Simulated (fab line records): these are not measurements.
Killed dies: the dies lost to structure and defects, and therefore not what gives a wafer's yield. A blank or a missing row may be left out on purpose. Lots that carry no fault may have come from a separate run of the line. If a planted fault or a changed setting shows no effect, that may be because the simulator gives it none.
Matching of chambers | flow gf180mcu | rieDiel-04 running GF_SAB_ETCH_11: 4 sister chambers
The step etches SiO2 in C4F8/O2/Ar, target depth 55 nm, time 8.5 s. 8 wafers are shown with their chamber, then 7 later ones without.

WAFERS PAIRED WITH THEIR CHAMBERS
wafer  | chamber | oesProductAu (a.u.)
L481.5 | 2       | 1.003
L482.1 | 2       | 0.992
L482.6 | 3       | 0.984
L483.2 | 1       | 0.996
L483.5 | 1       | 0.983
L483.6 | 0       | 0.991
L491.3 | 3       | 1.003
L491.4 | 0       | 0.996

WAFERS WITH NO CHAMBER GIVEN
wafer  | oesProductAu (a.u.)
L491.6 | 0.991
L494.2 | 1.005
L494.4 | 1.008
L494.5 | 1.005
L501.1 | 1.000
L501.4 | 0.994
L501.6 | 1.000

CHAMBER TAKEN BY EACH
wafer  | from the rows above               | in truth
L491.6 | can't be placed: 1 or 3 or 0 or 2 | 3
L494.2 | can't be placed: 2 or 0 or 3 or 1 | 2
L494.4 | can't be placed: 2 or 0 or 3 or 1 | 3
L494.5 | can't be placed: 2 or 0 or 3 or 1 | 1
L501.1 | can't be placed: 2 or 0 or 3 or 1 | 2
L501.4 | can't be placed: 0 or 3 or 2 or 1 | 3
L501.6 | can't be placed: 2 or 0 or 3 or 1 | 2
Correctly placed: 0 of 7. Unplaceable from these rows: 7, with the true chamber sitting among the candidates in 7. Placed wrongly: 0.
How it was worked out, from the rows above alone: a wafer's distance from a chamber is the root of the sum, over the readings, of the square of ((its reading less the chamber's mean) divided by the reading's scatter). The wafer belongs to the nearest chamber; if the next one is less than 2 further off, it can't be placed. A chamber's mean is the mean of its shown wafers. The scatter is the square root of a quotient: the sum, over the shown wafers, of each reading's squared deviation from its chamber's mean, divided by wafers minus chambers.
